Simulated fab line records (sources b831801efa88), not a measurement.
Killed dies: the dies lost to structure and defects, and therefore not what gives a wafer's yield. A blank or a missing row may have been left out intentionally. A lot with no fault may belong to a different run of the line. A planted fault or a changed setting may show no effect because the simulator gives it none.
fab line records	flow gf180mcu
record: lots: 5	wafers: 23
route steps=602 shown V5@561 TOP_METAL@569 PASSIVATION@599
start_h: the number of hours between the record's first day and the start of the first shown wafer of the lot	wait_h: how many hours have passed since the lot's step before this one	" identical to the entry in the row above	L1.1+2: one row covering several wafers at once	- value missing, or start not given	* or withheld: withheld	< > ~ a bound
route shown NAME@n: names a module that has steps shown in the file, with the first one's number in the route	usual: the fault-free wafers' mean and standard deviation	same: alike in all rows	chamber/n: place in a boat	sites: readings site by site	_std_site: the values' standard deviation	_edge_site: inner sites' mean taken away from outer sites' mean	radius_mm: how far each site lies from the wafer's centre	mask NAME#n: copy n	behind: the most recent tool/chamber to have shaped the wafer	hold: reason for holding the lot/hours on hold/outcome of the hold	device: whichever transistor did not switch (one of n, p or np)	end of line: the same wafers' tests at the end of the route	for a step that has no rows: nothing shown but its recipe	killed: count of dies lost to structure and defects at first sort (not the wafer's yield)	map: shows each die of a wafer: x if killed, . if not, _ if none is there
set.NAME: the setting the step ran with; set.NAME@STEP: the setting that earlier step ran with	model.NAME: the simulator's own value behind a step, which no gauge read
one table per step and one row per wafer, for lots whose settings were changed on purpose
== steps ==
step: GF_V5_SPUTTER_21
recipe: material: Ti	target_thk_nm: 15	chamber_pressure_pa: 5	power_w: 2500	substrate_temp_c: 200	time_s: 80.02
lot.wafer	tool	chamber	start_h	wait_h	set.power_w	model.Ti_of_V5_SPUTTER_21.thk_nm
L074.1	pvd_sputter-03	-	619.75	0.0	2500	15.09
L074.2	"	-	"	"	2500	15.04
L074.3	"	-	"	"	2500	15.02
L074.5	"	-	"	"	2727	16.49
L074.6	"	-	"	"	2727	16.37
L077.2	pvd_sputter-02	-	643.05	0.0	2603	15.42
L077.3	"	-	"	"	2500	14.92
L077.4	"	-	"	"	2500	15.05
L077.5	"	-	"	"	2603	15.46
L077.6	"	-	"	"	2500	14.83
L079.1	pvd_sputter-02	-	659.41	0.0	2500	15.47
L079.2	"	-	"	"	2500	15.39
L079.3	"	-	"	"	2500	15.38
L079.4	"	-	"	"	2500	15.26
L079.5	"	-	"	"	2500	15.36
L080.1	pvd_sputter-02	-	672.80	0.0	2645	16.03
L080.2	"	-	"	"	2500	15.2
L080.3	"	-	"	"	2645	16.12
L080.4	"	-	"	"	2500	15.22
L080.6	"	-	"	"	2500	15.14
L082.1	pvd_sputter-02	-	683.21	0.0	2500	14.6
L082.3	"	-	"	"	2500	14.78
L082.5	"	-	"	"	2500	14.77
step: GF_TOP_METAL_SPUTTER_02
recipe: material: AlCu	target_thk_nm: 900	power_w: 10600	chamber_pressure_pa: 0.3	substrate_temp_c: 250	gas: Ar	time_s: 47.82
lot.wafer	tool	chamber	start_h	wait_h	set.power_w	model.AlCu_of_TOP_METAL_SPUTTER_02.thk_nm
L074.1	pvd_sputter-04	-	620.58	0.0	10600	898.1
L074.2	"	-	"	"	10600	899
L074.3	"	-	"	"	10600	892.3
L074.5	"	-	"	"	10600	890.6
L074.6	"	-	"	"	10600	900.2
L077.2	pvd_sputter-01	-	644.09	0.0	10600	899.9
L077.3	"	-	"	"	10600	901.8
L077.4	"	-	"	"	10600	899.5
L077.5	"	-	"	"	10600	895.8
L077.6	"	-	"	"	10600	894.4
L079.1	pvd_sputter-04	-	660.24	0.0	11190	942.4
L079.2	"	-	"	"	10600	896.1
L079.3	"	-	"	"	10600	900.1
L079.4	"	-	"	"	10600	895
L079.5	"	-	"	"	11190	943.4
L080.1	pvd_sputter-04	-	673.63	0.0	10600	906.8
L080.2	"	-	"	"	9964	851.2
L080.3	"	-	"	"	9964	844.3
L080.4	"	-	"	"	10600	896.9
L080.6	"	-	"	"	10600	912
L082.1	pvd_sputter-02	-	684.04	0.0	10600	883.7
L082.3	"	-	"	"	10600	883.2
L082.5	"	-	"	"	10600	886.7
step: GF_TOP_METAL_SPUTTER_03
recipe: material: Ti	target_thk_nm: 5	substrate_temp_c: 300	chamber_pressure_pa: 0.3	power_w: 3000	time_s: 3.3
step: GF_TOP_METAL_SPUTTER_04
recipe: material: TiN	target_thk_nm: 25	power_w: 6500	time_s: 20.8	chamber_pressure_pa: 0.4
step: GF_TOP_METAL_RS_MEAS_05
recipe: thk_meas_gauge: four-point-probe	reads: TiN_of_TOP_METAL_SPUTTER_04+Ti_of_TOP_METAL_SPUTTER_03+AlCu_of_TOP_METAL_SPUTTER_02+TiN_of_TOP_METAL_SPUTTER_01+Ti_of_TOP_METAL_SPUTTER_00
usual: TOP_METAL_ALCU_RS: 0.03295/0.00024
lot.wafer	tool	chamber	start_h	wait_h	set.power_w@TOP_METAL_SPUTTER_02	TOP_METAL_ALCU_RS[ohm/sq]
L074.1	film_metro-01	-	620.67	0.0	10600	0.03279
L074.2	"	-	"	"	10600	0.03282
L074.3	"	-	"	"	10600	0.03306
L074.5	"	-	"	"	10600	0.03306
L074.6	"	-	"	"	10600	0.03279
L077.2	film_metro-02	-	644.20	0.0	10600	0.03284
L077.3	"	-	"	"	10600	0.03278
L077.4	"	-	"	"	10600	0.03279
L077.5	"	-	"	"	10600	0.03294
L077.6	"	-	"	"	10600	0.03299
L079.1	film_metro-02	-	660.33	0.0	11190	0.03135
L079.2	"	-	"	"	10600	0.03296
L079.3	"	-	"	"	10600	0.03279
L079.4	"	-	"	"	10600	0.03299
L079.5	"	-	"	"	11190	0.03121
L080.1	film_metro-01	-	673.72	0.0	10600	0.03256
L080.2	"	-	"	"	9964	0.03472
L080.3	"	-	"	"	9964	0.0349
L080.4	"	-	"	"	10600	0.0329
L080.6	"	-	"	"	10600	0.0323
L082.1	film_metro-02	-	684.13	0.0	10600	0.03346
L082.3	"	-	"	"	10600	0.03341
L082.5	"	-	"	"	10600	0.03325
step: GF_TOP_METAL_THK_MEAS_06
recipe: thk_meas_gauge: xrf	reads: AlCu_of_TOP_METAL_SPUTTER_02
usual: TOP_METAL_ALCU_THK: 880/8.3
lot.wafer	tool	chamber	start_h	wait_h	set.power_w@TOP_METAL_SPUTTER_02	TOP_METAL_ALCU_THK[nm]
L074.1	film_metro-01	-	620.79	0.1	10600	888
L074.2	"	-	"	"	10600	888
L074.3	"	-	"	"	10600	881
L074.5	"	-	"	"	10600	882
L074.6	"	-	"	"	10600	891
L077.2	film_metro-02	-	644.31	0.1	10600	883
L077.3	"	-	"	"	10600	883
L077.4	"	-	"	"	10600	884
L077.5	"	-	"	"	10600	878
L077.6	"	-	"	"	10600	878
L079.1	film_metro-02	-	660.45	0.1	11190	925
L079.2	"	-	"	"	10600	880
L079.3	"	-	"	"	10600	886
L079.4	"	-	"	"	10600	878
L079.5	"	-	"	"	11190	927
L080.1	film_metro-01	-	673.84	0.1	10600	893
L080.2	"	-	"	"	9964	835
L080.3	"	-	"	"	9964	830
L080.4	"	-	"	"	10600	885
L080.6	"	-	"	"	10600	897
L082.1	film_metro-02	-	684.25	0.1	10600	860
L082.3	"	-	"	"	10600	859
L082.5	"	-	"	"	10600	864
step: GF_TOP_METAL_METAL_ETCH_16
recipe: chemistry: Cl2/BCl3	mask_material: NOVOLAK	target_depth_nm: 1077.5	stop_on: SiO2	pressure_mtorr: 8	icp_w: 800	bias_w: 140	Cl2_flow_sccm: 80	bcl3_flow_sccm: 40	time_s: 179.6
lot.wafer	tool	chamber	start_h	wait_h	set.icp_w	model.NOVOLAK_of_TOP_METAL_COAT_09.thk_nm
L074.1	rie_metal-01	0	641.11	0.0	800	1085
L074.2	"	1	"	"	740.3	1111
L074.3	"	0	"	"	800	1082
L074.5	"	1	"	"	800	1080
L074.6	"	0	"	"	740.3	1107
L077.2	rie_metal-03	0	663.68	0.0	800	1084
L077.3+5	"	1,0	"	"	800	1086
L077.4	"	0	"	"	800	1081
L077.6	"	1	"	"	800	1088
L079.1+5	rie_metal-04	0,1	680.06	0.0	800	-
L079.2	"	1	"	"	800	1079
L079.3	"	1	"	"	859.1	1054
L079.4	"	0	"	"	859.1	1065
L080.1	rie_metal-01	1	691.78	0.0	800	1087
L080.2+3	"	0,1	"	"	800	-
L080.4	"	0	"	"	800	1093
L080.6	"	0	"	"	800	1095
L082.1+3	rie_metal-04	1	702.61	0.0	800	1077
L082.5	"	1	"	"	800	1079
step: GF_TOP_METAL_STRIP_17
recipe: chemistry: O2/N2	power_w: 1400	pressure_mtorr: 1500	platen_temp_c: 250	o2_flow_sccm: 3000	n2_flow_sccm: 300	overash_fraction: 0.5
usual: strip_time_to_endpoint_s: 13.61/0.07
lot.wafer	tool	chamber	start_h	wait_h	set.icp_w@TOP_METAL_METAL_ETCH_16	strip_time_to_endpoint_s
L074.1	plasma_asher-01	0	641.29	0.1	800	13.63
L074.2	"	1	"	"	740.3	13.94
L074.3	"	0	"	"	800	13.59
L074.5	"	1	"	"	800	13.57
L074.6	"	0	"	"	740.3	13.89
L077.2	plasma_asher-03	1	663.85	0.1	800	13.61
L077.3	"	1	"	"	800	13.64
L077.4	"	0	"	"	800	13.60
L077.5	"	1	"	"	800	13.65
L077.6	"	0	"	"	800	13.67
L079.1	plasma_asher-01	0	680.24	0.1	800	13.73
L079.2	"	1	"	"	800	13.57
L079.3	"	1	"	"	859.1	13.27
L079.4	"	0	"	"	859.1	13.40
L079.5	"	0	"	"	800	13.59
L080.1	plasma_asher-03	0	691.95	0.1	800	13.66
L080.2	"	1	"	"	800	13.68
L080.3	"	0	"	"	800	13.69
L080.4	"	1	"	"	800	13.72
L080.6	"	0	"	"	800	13.75
L082.1	plasma_asher-02	0	702.79	0.1	800	13.54
L082.3	"	0	"	"	800	13.54
L082.5	"	1	"	"	800	13.58
step: GF_PASSIVATION_STRIP_12
recipe: chemistry: O2/N2	power_w: 1400	pressure_mtorr: 1500	platen_temp_c: 250	o2_flow_sccm: 3000	n2_flow_sccm: 300	overash_fraction: 0.5
usual: oes_product_au: 0.719/0.0042	strip_time_to_endpoint_s: 34.79/0.18
lot.wafer	tool	chamber	start_h	wait_h	set.power_w	oes_product_au	strip_time_to_endpoint_s
L074.1	plasma_asher-04	0	662.21	0.1	1507	0.757	32.97
L074.2	"	1	"	"	1507	0.752	32.91
L074.3	"	1	"	"	1400	0.716	34.81
L074.5	"	0	"	"	1507	0.757	32.91
L074.6	"	1	"	"	1400	0.720	34.72
L077.2	plasma_asher-03	0	683.56	0.1	1494	0.749	32.64
L077.3	"	0	"	"	1400	0.722	34.61
L077.4	"	1	"	"	1400	0.714	34.32
L077.5	"	1	"	"	1400	0.720	34.53
L077.6	"	0	"	"	1494	0.746	32.72
L079.1	plasma_asher-02	1	699.86	0.1	1400	0.717	34.74
L079.2	"	0	"	"	1400	0.730	34.91
L079.3	"	0	"	"	1400	0.721	34.74
L079.4	"	1	"	"	1400	0.726	34.98
L079.5	"	0	"	"	1400	0.720	34.62
L080.1	plasma_asher-04	1	710.65	0.1	1400	0.713	34.62
L080.2	"	0	"	"	1400	0.720	34.93
L080.3	"	1	"	"	1400	0.716	34.88
L080.4	"	0	"	"	1400	0.725	34.89
L080.6	"	0	"	"	1400	0.718	34.75
L082.1	plasma_asher-04	0	721.56	0.1	1400	0.723	34.83
L082.3	"	1	"	"	1400	0.728	35.12
L082.5	"	1	"	"	1400	0.723	34.74
== key ==
split: step: GF_V5_SPUTTER_21	setting: power_w	stated: 2500	by: wafer
response: step: GF_V5_SPUTTER_21	reading: model.Ti_of_V5_SPUTTER_21.thk_nm	change: +0.148	per: 1%	r: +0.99
split: step: GF_TOP_METAL_SPUTTER_02	setting: power_w	stated: 10600	by: wafer
response: step: GF_TOP_METAL_SPUTTER_02	reading: model.AlCu_of_TOP_METAL_SPUTTER_02.thk_nm	change: +8.96	per: 1%	r: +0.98
response: step: GF_TOP_METAL_RS_MEAS_05	reading: TOP_METAL_ALCU_RS	change: -0.000335	per: 1%	r: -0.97
response: step: GF_TOP_METAL_THK_MEAS_06	reading: TOP_METAL_ALCU_THK	change: +9.01	per: 1%	r: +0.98
split: step: GF_TOP_METAL_METAL_ETCH_16	setting: icp_w	stated: 800	by: wafer
response: step: GF_TOP_METAL_METAL_ETCH_16	reading: model.NOVOLAK_of_TOP_METAL_COAT_09.thk_nm	change: -3.25	per: 1%	r: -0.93
response: step: GF_TOP_METAL_STRIP_17	reading: strip_time_to_endpoint_s	change: *	per: 1%	r: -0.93
split: step: GF_PASSIVATION_STRIP_12	setting: power_w	stated: 1400	by: wafer
response: step: GF_PASSIVATION_STRIP_12	reading: oes_product_au	change: +0.00463	per: 1%	r: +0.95
response: step: GF_PASSIVATION_STRIP_12	reading: strip_time_to_endpoint_s	change: *	per: 1%	r: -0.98
